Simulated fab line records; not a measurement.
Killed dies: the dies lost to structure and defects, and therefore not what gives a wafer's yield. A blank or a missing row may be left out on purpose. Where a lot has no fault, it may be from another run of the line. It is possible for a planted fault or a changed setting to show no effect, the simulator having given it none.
fab line records ; flow sky130
record lots=24; wafers=72; last-day=50
route steps=708 shown METAL1@436 VIA2@519 CAPM@549 VIA3@585
lots that met no fault: taken from a fault-free run of the same line
start-h: start of the lot's first displayed wafer, in hours after the record's first day ; wait-h: hours from the lot's prior step to this one ; " repeats the value in the row above ; L1.1+2: a single row standing in for several wafers ; - either no value or no given start ; * or withheld: withheld ; < > ~ a bound
route shown NAME@n: a module of which the file shows steps, and the number in the route of the first ; usual: mean/standard deviation of fault-free wafers ; same: alike in all rows ; chamber/n: place in a boat ; sites: per-site readings ; _std_site: their standard deviation ; _edge_site: inner sites' mean taken away from outer sites' mean ; radius-mm: how far each site lies from the wafer's centre ; mask NAME#n: copy n ; behind: the last tool/chamber to shape the wafer ; hold: the reason the lot was held/the length of the hold in hours/how it ended ; device: the transistor (n, p or np) that didn't switch ; end of line: the same wafers' tests at the end of the route ; a step given without rows: its recipe and nothing more ; killed: dies lost to structure and defects at the first sort, not the wafer's yield ; map: per-die view of a wafer (x killed, . not killed, _ where there is no die)
set.NAME: the setting as run; set.NAME@STEP: as run at that earlier step ; model.NAME: the simulator's own value behind a step, which no gauge read
route steps across a sampled set of lots; one table per step, one row per wafer
services: from which hour (start-h, from the record's first day; less than 0 if before it) a tool's chamber was out of use, for how many hours, and why
## steps
# step SKY_METAL1_SPUTTER_02
# recipe material=AlCu; target-thk-nm=250; power-w=10600; time-s=13.3; chamber-pressure-pa=0.4
# usual throttle-valve-pct=30.4/1.5
lot.wafer;tool;chamber;start-h;wait-h;throttle-valve-pct
L074.2;pvd-sputter-03;-;722.65;0.0;32.6
L074.4;pvd-sputter-03;-;722.65;0.0;30.7
L074.6;pvd-sputter-03;-;722.65;0.0;33.0
L076.1;pvd-sputter-03;-;750.95;0.0;32.2
L076.3;pvd-sputter-03;-;750.95;0.0;29.5
L076.5;pvd-sputter-03;-;750.95;0.0;32.1
L075.3;pvd-sputter-02;-;756.96;0.0;27.6
L075.4;pvd-sputter-02;-;756.96;0.0;29.4
L075.5;pvd-sputter-02;-;756.96;0.0;29.9
L078.1;pvd-sputter-01;-;764.70;0.0;30.1
L078.5;pvd-sputter-01;-;764.70;0.0;33.1
L078.6;pvd-sputter-01;-;764.70;0.0;30.5
L077.1;pvd-sputter-02;-;770.34;0.0;29.5
L077.4;pvd-sputter-02;-;770.34;0.0;28.0
L077.5;pvd-sputter-02;-;770.34;0.0;27.9
L079.2;pvd-sputter-02;-;780.75;0.0;27.8
L079.3;pvd-sputter-02;-;780.75;0.0;29.7
L079.4;pvd-sputter-02;-;780.75;0.0;29.5
L080.1;pvd-sputter-01;-;783.82;0.0;30.7
L080.2;pvd-sputter-01;-;783.82;0.0;30.3
L080.3;pvd-sputter-01;-;783.82;0.0;30.5
L081.2;pvd-sputter-02;-;788.49;0.0;29.5
L081.5;pvd-sputter-02;-;788.49;0.0;28.1
L081.6;pvd-sputter-02;-;788.49;0.0;29.7
L082.1;pvd-sputter-01;-;795.71;0.0;30.4
L082.2;pvd-sputter-01;-;795.71;0.0;30.1
L082.5;pvd-sputter-01;-;795.71;0.0;32.8
L083.3;pvd-sputter-03;-;801.50;0.0;30.4
L083.4;pvd-sputter-03;-;801.50;0.0;32.3
L083.6;pvd-sputter-03;-;801.50;0.0;32.3
L084.1;pvd-sputter-01;-;820.45;0.0;32.7
L084.4;pvd-sputter-01;-;820.45;0.0;30.7
L084.5;pvd-sputter-01;-;820.45;0.0;32.7
L085.4;pvd-sputter-03;-;821.81;0.0;32.3
L085.5;pvd-sputter-03;-;821.81;0.0;32.2
L085.6;pvd-sputter-03;-;821.81;0.0;29.6
L086.1;pvd-sputter-02;-;821.93;0.0;29.7
L086.3;pvd-sputter-02;-;821.93;0.0;27.7
L086.5;pvd-sputter-02;-;821.93;0.0;29.8
L087.1;pvd-sputter-01;-;824.81;0.0;30.5
L087.3;pvd-sputter-01;-;824.81;0.0;32.8
L087.6;pvd-sputter-01;-;824.81;0.0;30.7
L088.3;pvd-sputter-02;-;834.62;0.0;27.8
L088.5;pvd-sputter-02;-;834.62;0.0;29.6
L088.6;pvd-sputter-02;-;834.62;0.0;29.4
L090.1;pvd-sputter-01;-;863.94;0.0;30.5
L090.3;pvd-sputter-01;-;863.94;0.0;33.0
L090.5;pvd-sputter-01;-;863.94;0.0;33.0
L089.1;pvd-sputter-02;-;865.36;0.0;29.5
L089.2;pvd-sputter-02;-;865.36;0.0;29.7
L089.4;pvd-sputter-02;-;865.36;0.0;29.5
L091.4;pvd-sputter-01;-;871.66;0.0;33.0
L091.5;pvd-sputter-01;-;871.66;0.0;30.3
L091.6;pvd-sputter-01;-;871.66;0.0;30.5
L093.1;pvd-sputter-02;-;880.02;0.0;29.8
L093.2;pvd-sputter-02;-;880.02;0.0;29.4
L093.6;pvd-sputter-02;-;880.02;0.0;29.3
L094.3;pvd-sputter-03;-;880.33;0.0;30.9
L094.4;pvd-sputter-03;-;880.33;0.0;30.6
L094.6;pvd-sputter-03;-;880.33;0.0;29.4
L092.1;pvd-sputter-03;-;882.06;0.0;30.5
L092.3;pvd-sputter-03;-;882.06;0.0;32.7
L092.6;pvd-sputter-03;-;882.06;0.0;30.6
L096.1;pvd-sputter-01;-;894.42;0.0;30.5
L096.4;pvd-sputter-01;-;894.42;0.0;30.8
L096.6;pvd-sputter-01;-;894.42;0.0;30.4
L095.1;pvd-sputter-03;-;896.82;0.0;32.8
L095.2;pvd-sputter-03;-;896.82;0.0;30.4
L095.3;pvd-sputter-03;-;896.82;0.0;32.2
L097.2;pvd-sputter-02;-;910.27;0.0;29.6
L097.5;pvd-sputter-02;-;910.27;0.0;29.4
L097.6;pvd-sputter-02;-;910.27;0.0;29.7
# step SKY_VIA2_CD_MEAS_12
# recipe target-cd-nm=200
# usual cd-nm=200.1/1.3
lot.wafer;tool;chamber;start-h;wait-h;cd-nm
L074.2;cd-sem-01;-;829.81;-;199.2
L074.4;cd-sem-01;-;829.81;-;200.9
L074.6;cd-sem-01;-;829.81;-;201.2
L076.1;cd-sem-02;-;854.24;-;199.8
L076.3;cd-sem-02;-;854.24;-;199.7
L076.5;cd-sem-02;-;854.24;-;201.7
L075.3;cd-sem-02;-;860.68;-;199.9
L075.4;cd-sem-02;-;860.68;-;199.4
L075.5;cd-sem-02;-;860.68;-;198.7
L078.1;cd-sem-02;-;867.39;-;199.8
L078.5;cd-sem-02;-;867.39;-;201.1
L078.6;cd-sem-02;-;867.39;-;200.9
L077.1;cd-sem-02;-;875.29;-;199.2
L077.4;cd-sem-02;-;875.29;-;200.1
L077.5;cd-sem-02;-;875.29;-;200.3
L079.2;cd-sem-01;-;888.61;-;199.0
L079.3;cd-sem-01;-;888.61;-;200.1
L079.4;cd-sem-01;-;888.61;-;198.6
L080.1;cd-sem-02;-;889.76;-;197.7
L080.2;cd-sem-02;-;889.76;-;198.9
L080.3;cd-sem-02;-;889.76;-;197.8
L081.2;cd-sem-02;-;893.56;-;199.2
L081.5;cd-sem-02;-;893.56;-;199.9
L081.6;cd-sem-02;-;893.56;-;198.4
L082.1;cd-sem-02;-;898.24;-;202.0
L082.2;cd-sem-02;-;898.24;-;201.3
L082.5;cd-sem-02;-;898.24;-;200.1
L083.3;cd-sem-01;-;905.78;-;199.9
L083.4;cd-sem-01;-;905.78;-;197.4
L083.6;cd-sem-01;-;905.78;-;200.1
L084.1;cd-sem-02;-;925.54;-;198.6
L084.4;cd-sem-02;-;925.54;-;199.0
L084.5;cd-sem-02;-;925.54;-;199.1
L085.4;cd-sem-02;-;926.25;-;202.0
L085.5;cd-sem-02;-;926.25;-;201.2
L085.6;cd-sem-02;-;926.25;-;202.0
L086.1;cd-sem-02;-;926.54;-;200.4
L086.3;cd-sem-02;-;926.54;-;200.7
L086.5;cd-sem-02;-;926.54;-;201.9
L087.1;cd-sem-01;-;929.94;-;198.8
L087.3;cd-sem-01;-;929.94;-;198.3
L087.6;cd-sem-01;-;929.94;-;198.6
L088.3;cd-sem-02;-;938.98;-;200.7
L088.5;cd-sem-02;-;938.98;-;200.5
L088.6;cd-sem-02;-;938.98;-;201.5
L090.1;cd-sem-02;-;967.34;-;200.6
L090.3;cd-sem-02;-;967.34;-;202.1
L090.5;cd-sem-02;-;967.34;-;200.8
L089.1;cd-sem-02;-;970.49;-;198.9
L089.2;cd-sem-02;-;970.49;-;198.1
L089.4;cd-sem-02;-;970.49;-;197.3
L091.4;cd-sem-02;-;977.90;-;201.6
L091.5;cd-sem-02;-;977.90;-;199.9
L091.6;cd-sem-02;-;977.90;-;200.3
L093.1;cd-sem-01;-;982.49;-;199.9
L093.2;cd-sem-01;-;982.49;-;200.1
L093.6;cd-sem-01;-;982.49;-;198.7
L094.3;cd-sem-01;-;983.08;-;202.5
L094.4;cd-sem-01;-;983.08;-;202.5
L094.6;cd-sem-01;-;983.08;-;201.8
L092.1;cd-sem-01;-;984.64;-;199.3
L092.3;cd-sem-01;-;984.64;-;199.2
L092.6;cd-sem-01;-;984.64;-;199.0
L096.1;cd-sem-02;-;996.44;-;198.6
L096.4;cd-sem-02;-;996.44;-;197.6
L096.6;cd-sem-02;-;996.44;-;197.1
L095.1;cd-sem-01;-;996.94;-;202.3
L095.2;cd-sem-01;-;996.94;-;202.3
L095.3;cd-sem-01;-;996.94;-;202.6
L097.2;cd-sem-02;-;1011.11;-;200.0
L097.5;cd-sem-02;-;1011.11;-;200.2
L097.6;cd-sem-02;-;1011.11;-;199.5
# step SKY_VIA2_ETCH_14
# recipe chemistry=N2/H2; target=BARC; ion-energy-ev=200; source-w=500; bias-w=100; pressure-mtorr=30; n2-flow-sccm=100; h2-flow-sccm=200; stop-on=SiO2; time-s=45.9; target-depth-a=600
# usual drypump-motor-current-A=5.7/0.47; oes-product-au=0.855/0.0051; throttle-valve-pct=13.225/0.0093
lot.wafer;tool;chamber;start-h;wait-h;drypump-motor-current-A;oes-product-au;rf-hours-counter-h;throttle-valve-pct
L074.2;rie-diel-02;2;829.94;0.0;5.8;0.861;5;13.217
L074.4;rie-diel-02;3;829.94;0.0;5.7;0.858;22;13.231
L074.6;rie-diel-02;3;829.94;0.0;5.7;0.854;-;13.231
L076.1;rie-diel-02;0;854.40;0.0;6.1;0.853;10;13.220
L076.3;rie-diel-02;2;854.40;0.0;5.8;0.854;5;13.220
L076.5;rie-diel-02;2;854.40;0.0;5.8;0.855;-;13.229
L075.3;rie-diel-04;0;860.80;0.0;5.1;0.854;8;13.239
L075.4;rie-diel-04;2;860.80;0.0;5.7;0.859;15;13.229
L075.5;rie-diel-04;2;860.80;0.0;5.7;0.858;-;13.224
L078.1;rie-diel-04;3;867.55;0.0;5.2;0.855;19;13.235
L078.5;rie-diel-04;0;867.55;0.0;5.1;0.859;-;13.231
L078.6;rie-diel-04;1;867.55;0.0;6.3;0.860;-;13.229
L077.1;rie-diel-04;3;875.44;0.0;5.1;0.860;19;13.231
L077.4;rie-diel-04;2;875.44;0.0;5.7;0.864;16;13.224
L077.5;rie-diel-04;3;875.44;0.0;5.2;0.856;-;13.229
L079.2;rie-diel-02;3;888.75;0.0;5.7;0.850;24;13.228
L079.3;rie-diel-02;1;888.75;0.0;4.9;0.856;17;13.221
L079.4;rie-diel-02;0;888.75;0.0;6.1;0.850;12;13.222
L080.1;rie-diel-01;0;889.92;0.0;5.9;0.855;20;13.227
L080.2;rie-diel-01;1;889.92;0.0;5.4;0.861;18;13.223
L080.3;rie-diel-01;2;889.92;0.0;6.2;0.853;7;13.208
L081.2;rie-diel-02;3;893.69;0.0;5.7;0.851;25;13.239
L081.5;rie-diel-02;3;893.69;0.0;5.7;0.848;-;13.215
L081.6;rie-diel-02;2;893.69;0.0;5.8;0.857;-;13.222
L082.1;rie-diel-01;1;898.39;0.0;5.4;0.863;19;13.232
L082.2;rie-diel-01;3;898.39;0.0;6.5;0.847;10;13.226
L082.5;rie-diel-01;3;898.39;0.0;6.5;0.858;-;13.239
L083.3;rie-diel-04;2;905.89;0.0;5.7;0.854;16;13.203
L083.4;rie-diel-04;3;905.89;0.0;5.2;0.859;20;13.216
L083.6;rie-diel-04;1;905.89;0.0;6.3;0.853;-;13.240
L084.1;rie-diel-02;2;925.69;0.0;5.8;0.868;9;13.213
L084.4;rie-diel-02;2;925.69;0.0;5.8;0.853;-;13.217
L084.5;rie-diel-02;1;925.69;0.0;4.9;0.861;-;13.220
L085.4;rie-diel-01;0;926.34;0.0;5.8;0.854;21;13.226
L085.5;rie-diel-01;0;926.34;0.0;5.9;0.855;-;13.225
L085.6;rie-diel-01;1;926.34;0.0;5.4;0.844;-;13.228
L086.1;rie-diel-04;3;926.69;0.0;5.2;0.861;20;13.217
L086.3;rie-diel-04;2;926.69;0.0;5.7;0.858;17;13.208
L086.5;rie-diel-04;2;926.69;0.0;5.7;0.856;-;13.224
L087.1;rie-diel-01;3;930.09;0.0;6.5;0.851;11;13.233
L087.3;rie-diel-01;2;930.09;0.0;6.2;0.857;8;13.233
L087.6;rie-diel-01;0;930.09;0.0;5.8;0.848;-;13.231
L088.3;rie-diel-04;1;939.09;0.0;6.3;0.852;24;13.223
L088.5;rie-diel-04;2;939.09;0.0;5.7;0.849;-;13.235
L088.6;rie-diel-04;3;939.09;0.0;5.2;0.857;-;13.230
L090.1;rie-diel-04;3;967.49;0.0;5.2;0.846;21;13.226
L090.3;rie-diel-04;1;967.49;0.0;6.3;0.860;25;13.232
L090.5;rie-diel-04;2;967.49;0.0;5.7;0.851;-;13.243
L089.1;rie-diel-02;3;970.64;0.0;5.7;0.848;27;13.204
L089.2;rie-diel-02;0;970.64;0.0;6.1;0.858;14;13.227
L089.4;rie-diel-02;3;970.64;0.0;5.7;0.852;-;13.221
L091.4;rie-diel-02;0;978.00;0.0;6.1;0.856;14;13.214
L091.5;rie-diel-02;1;978.00;0.0;4.9;0.848;-;13.226
L091.6;rie-diel-02;0;978.00;0.0;6.1;0.844;-;13.235
L093.1;rie-diel-01;2;982.65;0.0;6.2;0.864;10;13.218
L093.2;rie-diel-01;3;982.65;0.0;6.5;0.857;12;13.227
L093.6;rie-diel-01;2;982.65;0.0;6.2;0.856;-;13.229
L094.3;rie-diel-02;0;983.19;0.0;6.1;0.857;14;13.223
L094.4;rie-diel-02;3;983.19;0.0;5.7;0.855;27;13.231
L094.6;rie-diel-02;1;983.19;0.0;4.9;0.856;-;13.219
L092.1;rie-diel-02;0;984.79;0.0;6.1;0.857;15;13.241
L092.3;rie-diel-02;2;984.79;0.0;5.9;0.857;10;13.228
L092.6;rie-diel-02;0;984.79;0.0;6.1;0.848;-;13.227
L096.1;rie-diel-04;0;996.60;0.0;5.1;0.861;11;13.233
L096.4;rie-diel-04;2;996.60;0.0;5.7;0.856;19;13.215
L096.6;rie-diel-04;3;996.60;0.0;5.2;0.846;-;13.227
L095.1;rie-diel-02;0;997.09;0.0;6.1;0.852;15;13.218
L095.2;rie-diel-02;3;997.09;0.0;5.7;0.852;27;13.229
L095.3;rie-diel-02;1;997.09;0.0;4.9;0.855;20;13.231
L097.2;rie-diel-04;0;1011.24;0.0;5.1;0.864;12;13.202
L097.5;rie-diel-04;0;1011.24;0.0;5.1;0.860;-;13.228
L097.6;rie-diel-04;3;1011.24;0.0;5.2;0.852;-;13.223
# step SKY_CAPM_OVL_MEAS_12
# usual CAPM_OVL=-1.7/1.4
lot.wafer;tool;chamber;start-h;wait-h;CAPM_OVL[nm]
L074.2;overlay-02;-;856.95;0.1;-1.7
L074.4;overlay-02;-;856.95;0.1;-2.5
L074.6;overlay-02;-;856.95;0.1;-1.8
L076.1;overlay-02;-;881.94;0.1;-0.3
L076.3;overlay-02;-;881.94;0.1;-1.0
L076.5;overlay-02;-;881.94;0.1;-0.3
L075.3;overlay-01;-;888.95;0.1;-4.6
L075.4;overlay-01;-;888.95;0.1;-3.8
L075.5;overlay-01;-;888.95;0.1;-3.9
L078.1;overlay-01;-;896.24;0.1;1.0
L078.5;overlay-01;-;896.24;0.1;-1.5
L078.6;overlay-01;-;896.24;0.1;2.3
L077.1;overlay-02;-;902.79;0.1;-0.4
L077.4;overlay-02;-;902.79;0.1;-0.6
L077.5;overlay-02;-;902.79;0.1;0.1
L079.2;overlay-01;-;916.30;0.1;-1.4
L079.3;overlay-01;-;916.30;0.1;-2.2
L079.4;overlay-01;-;916.30;0.1;-0.7
L080.1;overlay-01;-;916.89;0.1;-0.9
L080.2;overlay-01;-;916.89;0.1;-1.2
L080.3;overlay-01;-;916.89;0.1;-0.5
L081.2;overlay-01;-;920.25;0.1;-1.1
L081.5;overlay-01;-;920.25;0.1;-1.3
L081.6;overlay-01;-;920.25;0.1;-0.9
L082.1;overlay-02;-;925.84;0.1;-1.3
L082.2;overlay-02;-;925.84;0.1;-3.1
L082.5;overlay-02;-;925.84;0.1;-1.6
L083.3;overlay-01;-;932.30;0.1;-2.4
L083.4;overlay-01;-;932.30;0.1;-1.4
L083.6;overlay-01;-;932.30;0.1;-2.2
L084.1;overlay-02;-;951.99;0.1;-1.8
L084.4;overlay-02;-;951.99;0.1;-0.8
L084.5;overlay-02;-;951.99;0.1;-0.8
L085.4;overlay-02;-;952.90;0.1;-0.3
L085.5;overlay-02;-;952.90;0.1;-1.2
L085.6;overlay-02;-;952.90;0.1;-0.3
L086.1;overlay-02;-;953.24;0.1;-2.9
L086.3;overlay-02;-;953.24;0.1;-1.5
L086.5;overlay-02;-;953.24;0.1;-1.4
L087.1;overlay-01;-;955.94;0.1;-3.9
L087.3;overlay-01;-;955.94;0.1;-2.7
L087.6;overlay-01;-;955.94;0.1;-4.3
L088.3;overlay-01;-;964.70;0.1;-1.3
L088.5;overlay-01;-;964.70;0.1;-2.0
L088.6;overlay-01;-;964.70;0.1;-1.7
L090.1;overlay-02;-;992.34;0.1;-1.3
L090.3;overlay-02;-;992.34;0.1;-1.6
L090.5;overlay-02;-;992.34;0.1;0.5
L089.1;overlay-02;-;995.39;0.1;-4.4
L089.2;overlay-02;-;995.39;0.1;-4.5
L089.4;overlay-02;-;995.39;0.1;-3.3
L091.4;overlay-01;-;1002.96;0.1;-2.3
L091.5;overlay-01;-;1002.96;0.1;-3.7
L091.6;overlay-01;-;1002.96;0.1;-3.1
L093.1;overlay-01;-;1008.09;0.1;-1.7
L093.2;overlay-01;-;1008.09;0.1;-2.2
L093.6;overlay-01;-;1008.09;0.1;-3.3
L094.3;overlay-02;-;1008.45;0.1;-0.9
L094.4;overlay-02;-;1008.45;0.1;-1.9
L094.6;overlay-02;-;1008.45;0.1;-0.6
L092.1;overlay-01;-;1010.44;0.1;-0.4
L092.3;overlay-01;-;1010.44;0.1;0.3
L092.6;overlay-01;-;1010.44;0.1;-0.7
L096.1;overlay-02;-;1021.34;0.1;0.0
L096.4;overlay-02;-;1021.34;0.1;-1.9
L096.6;overlay-02;-;1021.34;0.1;-0.5
L095.1;overlay-01;-;1021.64;0.1;-2.4
L095.2;overlay-01;-;1021.64;0.1;-2.5
L095.3;overlay-01;-;1021.64;0.1;-3.1
L097.2;overlay-02;-;1035.44;0.1;-4.2
L097.5;overlay-02;-;1035.44;0.1;-4.4
L097.6;overlay-02;-;1035.44;0.1;-3.1
# step SKY_CAPM_STRIP_14
# recipe chemistry=O2/N2; power-w=1400; pressure-mtorr=1500; platen-temp-c=withheld; o2-flow-sccm=3000; n2-flow-sccm=300; overash-fraction=0.5
# usual drypump-motor-current-A=5.6/0.38; oes-product-au=0.710/0.0046; strip-time-to-endpoint-s=12.67/0.049
lot.wafer;tool;chamber;start-h;wait-h;drypump-motor-current-A;oes-product-au;rf-hours-counter-h;strip-time-to-endpoint-s
L074.2;plasma-asher-02;1;857.06;0.1;5.1;0.717;42;12.58
L074.4;plasma-asher-02;1;857.06;0.1;5.1;0.705;-;12.59
L074.6;plasma-asher-02;0;857.06;0.1;5.5;0.712;-;12.58
L076.1;plasma-asher-04;1;882.05;0.1;5.2;0.710;13;12.76
L076.3;plasma-asher-04;0;882.05;0.1;6.3;0.708;-;12.76
L076.5;plasma-asher-04;1;882.05;0.1;5.2;0.714;-;12.73
L075.3;plasma-asher-03;1;889.08;0.1;5.8;0.710;-;12.69
L075.4;plasma-asher-03;0;889.08;0.1;5.9;0.714;-;12.59
L075.5;plasma-asher-03;0;889.08;0.1;5.9;0.714;-;12.72
L078.1;plasma-asher-02;0;896.35;0.1;5.6;0.719;45;12.70
L078.5;plasma-asher-02;0;896.35;0.1;5.5;0.702;-;12.60
L078.6;plasma-asher-02;1;896.35;0.1;5.1;0.715;-;12.69
L077.1;plasma-asher-03;1;902.91;0.1;5.8;0.721;75;12.70
L077.4;plasma-asher-03;1;902.91;0.1;5.7;0.716;-;12.72
L077.5;plasma-asher-03;1;902.91;0.1;5.8;0.712;-;12.66
L079.2;plasma-asher-02;1;916.41;0.1;5.1;0.712;47;12.61
L079.3;plasma-asher-02;0;916.41;0.1;5.6;0.709;-;12.59
L079.4;plasma-asher-02;1;916.41;0.1;5.1;0.705;-;12.60
L080.1;plasma-asher-03;1;917.01;0.1;5.7;0.716;76;12.66
L080.2;plasma-asher-03;0;917.01;0.1;5.8;0.702;76;12.66
L080.3;plasma-asher-03;0;917.01;0.1;5.9;0.702;-;12.65
L081.2;plasma-asher-02;0;920.36;0.1;5.6;0.711;48;12.64
L081.5;plasma-asher-02;1;920.36;0.1;5.1;0.697;-;12.58
L081.6;plasma-asher-02;0;920.36;0.1;5.6;0.713;-;12.58
L082.1;plasma-asher-03;0;925.95;0.1;5.9;0.704;77;12.73
L082.2;plasma-asher-03;1;925.95;0.1;5.8;0.714;77;12.67
L082.5;plasma-asher-03;0;925.95;0.1;5.8;0.713;-;12.66
L083.3;plasma-asher-02;1;932.43;0.1;5.1;0.706;-;12.69
L083.4;plasma-asher-02;0;932.43;0.1;5.6;0.708;-;12.67
L083.6;plasma-asher-02;0;932.43;0.1;5.6;0.709;-;12.71
L084.1;plasma-asher-04;1;952.10;0.1;5.3;0.708;21;12.70
L084.4;plasma-asher-04;0;952.10;0.1;6.3;0.709;-;12.63
L084.5;plasma-asher-04;0;952.10;0.1;6.3;0.706;-;12.73
L085.4;plasma-asher-03;1;953.03;0.1;5.7;0.715;-;12.71
L085.5;plasma-asher-03;1;953.03;0.1;5.7;0.709;-;12.73
L085.6;plasma-asher-03;0;953.03;0.1;5.9;0.710;-;12.74
L086.1;plasma-asher-04;0;953.35;0.1;6.3;0.722;21;12.63
L086.3;plasma-asher-04;1;953.35;0.1;5.2;0.704;-;12.66
L086.5;plasma-asher-04;0;953.35;0.1;6.3;0.710;-;12.67
L087.1;plasma-asher-04;1;956.06;0.1;5.2;0.720;21;12.69
L087.3;plasma-asher-04;0;956.06;0.1;6.3;0.714;-;12.70
L087.6;plasma-asher-04;1;956.06;0.1;5.3;0.707;-;12.72
L088.3;plasma-asher-02;0;964.83;0.1;5.6;0.712;-;12.65
L088.5;plasma-asher-02;1;964.83;0.1;5.1;0.716;-;12.60
L088.6;plasma-asher-02;0;964.83;0.1;5.6;0.709;-;12.72
L090.1;plasma-asher-02;1;992.46;0.1;5.1;0.707;55;12.68
L090.3;plasma-asher-02;1;992.46;0.1;5.1;0.709;-;12.69
L090.5;plasma-asher-02;0;992.46;0.1;5.6;0.712;-;12.61
L089.1;plasma-asher-03;1;995.50;0.1;5.8;0.710;84;12.65
L089.2;plasma-asher-03;0;995.50;0.1;5.9;0.710;84;12.69
L089.4;plasma-asher-03;1;995.50;0.1;5.7;0.710;-;12.72
L091.4;plasma-asher-03;0;1003.09;0.1;5.9;0.704;-;12.70
L091.5;plasma-asher-03;0;1003.09;0.1;5.9;0.716;-;12.72
L091.6;plasma-asher-03;1;1003.09;0.1;5.7;0.704;-;12.71
L093.1;plasma-asher-04;0;1008.28;0.1;6.3;0.710;26;12.63
L093.2;plasma-asher-04;1;1008.28;0.1;5.3;0.718;26;12.66
L093.6;plasma-asher-04;1;1008.28;0.1;5.3;0.712;-;12.66
L094.3;plasma-asher-02;0;1008.58;0.1;5.6;0.705;-;12.70
L094.4;plasma-asher-02;1;1008.58;0.1;5.1;0.712;-;12.59
L094.6;plasma-asher-02;1;1008.58;0.1;5.1;0.706;-;12.70
L092.1;plasma-asher-02;0;1010.63;0.1;5.6;0.710;57;12.61
L092.3;plasma-asher-02;0;1010.63;0.1;5.6;0.702;-;12.62
L092.6;plasma-asher-02;1;1010.63;0.1;5.1;0.704;-;12.61
L096.1;plasma-asher-04;1;1021.45;0.1;5.2;0.709;27;12.71
L096.4;plasma-asher-04;0;1021.45;0.1;6.3;0.715;-;12.67
L096.6;plasma-asher-04;0;1021.45;0.1;6.3;0.707;-;12.60
L095.1;plasma-asher-03;1;1021.84;0.1;5.7;0.702;86;12.67
L095.2;plasma-asher-03;0;1021.84;0.1;5.9;0.707;86;12.67
L095.3;plasma-asher-03;1;1021.84;0.1;5.8;0.704;-;12.71
L097.2;plasma-asher-03;1;1035.55;0.1;5.8;0.703;88;12.66
L097.5;plasma-asher-03;0;1035.55;0.1;5.9;0.717;-;12.67
L097.6;plasma-asher-03;1;1035.55;0.1;5.8;0.716;-;12.61
# step SKY_VIA3_CD_MEAS_12
# recipe target-cd-nm=200
# usual cd-nm=200.1/1.1
lot.wafer;tool;chamber;start-h;wait-h;cd-nm
L074.2;cd-sem-01;-;909.91;-;200.2
L074.4;cd-sem-01;-;909.91;-;201.3
L074.6;cd-sem-01;-;909.91;-;200.6
L076.1;cd-sem-02;-;934.34;-;201.1
L076.3;cd-sem-02;-;934.34;-;201.9
L076.5;cd-sem-02;-;934.34;-;202.9
L075.3;cd-sem-02;-;939.93;-;200.8
L075.4;cd-sem-02;-;939.93;-;203.3
L075.5;cd-sem-02;-;939.93;-;201.0
L078.1;cd-sem-02;-;948.14;-;200.5
L078.5;cd-sem-02;-;948.14;-;198.5
L078.6;cd-sem-02;-;948.14;-;200.6
L077.1;cd-sem-01;-;954.84;-;200.0
L077.4;cd-sem-01;-;954.84;-;199.7
L077.5;cd-sem-01;-;954.84;-;200.8
L080.1;cd-sem-01;-;968.04;-;201.3
L080.2;cd-sem-01;-;968.04;-;200.6
L080.3;cd-sem-01;-;968.04;-;200.2
L079.2;cd-sem-02;-;968.56;-;201.0
L079.3;cd-sem-02;-;968.56;-;201.1
L079.4;cd-sem-02;-;968.56;-;201.5
L081.2;cd-sem-02;-;971.01;-;197.7
L081.5;cd-sem-02;-;971.01;-;198.7
L081.6;cd-sem-02;-;971.01;-;198.9
L082.1;cd-sem-02;-;977.14;-;201.0
L082.2;cd-sem-02;-;977.14;-;199.5
L082.5;cd-sem-02;-;977.14;-;201.3
L083.3;cd-sem-02;-;981.98;-;202.0
L083.4;cd-sem-02;-;981.98;-;201.1
L083.6;cd-sem-02;-;981.98;-;200.9
L084.1;cd-sem-02;-;1001.69;-;199.0
L084.4;cd-sem-02;-;1001.69;-;199.1
L084.5;cd-sem-02;-;1001.69;-;199.2
L085.4;cd-sem-02;-;1002.70;-;199.9
L085.5;cd-sem-02;-;1002.70;-;200.4
L085.6;cd-sem-02;-;1002.70;-;199.8
L086.1;cd-sem-01;-;1003.29;-;197.9
L086.3;cd-sem-01;-;1003.29;-;199.8
L086.5;cd-sem-01;-;1003.29;-;198.4
L087.1;cd-sem-01;-;1004.59;-;199.1
L087.3;cd-sem-01;-;1004.59;-;200.4
L087.6;cd-sem-01;-;1004.59;-;199.0
L088.3;cd-sem-01;-;1013.13;-;197.6
L088.5;cd-sem-01;-;1013.13;-;198.3
L088.6;cd-sem-01;-;1013.13;-;198.7
L090.1;cd-sem-01;-;1041.09;-;201.4
L090.3;cd-sem-01;-;1041.09;-;201.5
L090.5;cd-sem-01;-;1041.09;-;201.3
L089.1;cd-sem-01;-;1044.99;-;198.3
L089.2;cd-sem-01;-;1044.99;-;199.0
L089.4;cd-sem-01;-;1044.99;-;200.4
L091.4;cd-sem-01;-;1051.60;-;198.8
L091.5;cd-sem-01;-;1051.60;-;199.2
L091.6;cd-sem-01;-;1051.60;-;199.6
L094.3;cd-sem-01;-;1055.58;-;200.3
L094.4;cd-sem-01;-;1055.58;-;201.0
L094.6;cd-sem-01;-;1055.58;-;199.9
L093.1;cd-sem-01;-;1056.49;-;199.8
L093.2;cd-sem-01;-;1056.49;-;201.0
L093.6;cd-sem-01;-;1056.49;-;200.5
L092.1;cd-sem-02;-;1057.44;-;199.4
L092.3;cd-sem-02;-;1057.44;-;201.0
L092.6;cd-sem-02;-;1057.44;-;199.7
L096.1;cd-sem-02;-;1067.64;-;200.9
L096.4;cd-sem-02;-;1067.64;-;200.8
L096.6;cd-sem-02;-;1067.64;-;201.8
L095.1;cd-sem-01;-;1067.94;-;199.4
L095.2;cd-sem-01;-;1067.94;-;198.3
L095.3;cd-sem-01;-;1067.94;-;198.5
L097.2;cd-sem-01;-;1079.86;-;198.9
L097.5;cd-sem-01;-;1079.86;-;198.4
L097.6;cd-sem-01;-;1079.86;-;199.0
## services
tool;chamber;start-h;hours;kind
rie-diel-04;0;714.26;33.5;repair
plasma-asher-03;-;721.92;3.1;repair
rie-diel-02;-;746.08;10.0;pm
pvd-sputter-02;-;746.48;1.5;repair
pvd-sputter-01;-;748.54;4.8;repair
pvd-sputter-01;-;752.33;1.5;repair
rie-diel-02;3;764.80;5.5;repair
plasma-asher-02;-;767.70;2.8;pm
pvd-sputter-03;-;776.29;1.1;repair
rie-diel-04;3;790.04;21.8;repair
pvd-sputter-03;-;801.65;2.0;repair
rie-diel-04;-;857.61;0.7;repair
pvd-sputter-01;-;874.42;11.0;repair
pvd-sputter-02;-;876.05;0.7;repair
rie-diel-04;-;877.54;14.6;pm
plasma-asher-02;-;883.55;6.7;repair
rie-diel-02;0;920.71;14.5;repair
rie-diel-02;-;948.11;14.6;pm
rie-diel-04;-;960.74;0.7;repair
rie-diel-02;2;968.99;3.4;repair
rie-diel-04;-;980.57;2.8;pm
rie-diel-04;2;1003.25;4.7;repair
rie-diel-04;3;1024.93;14.7;repair
rie-diel-02;0;1025.86;5.1;repair
## key
fault none
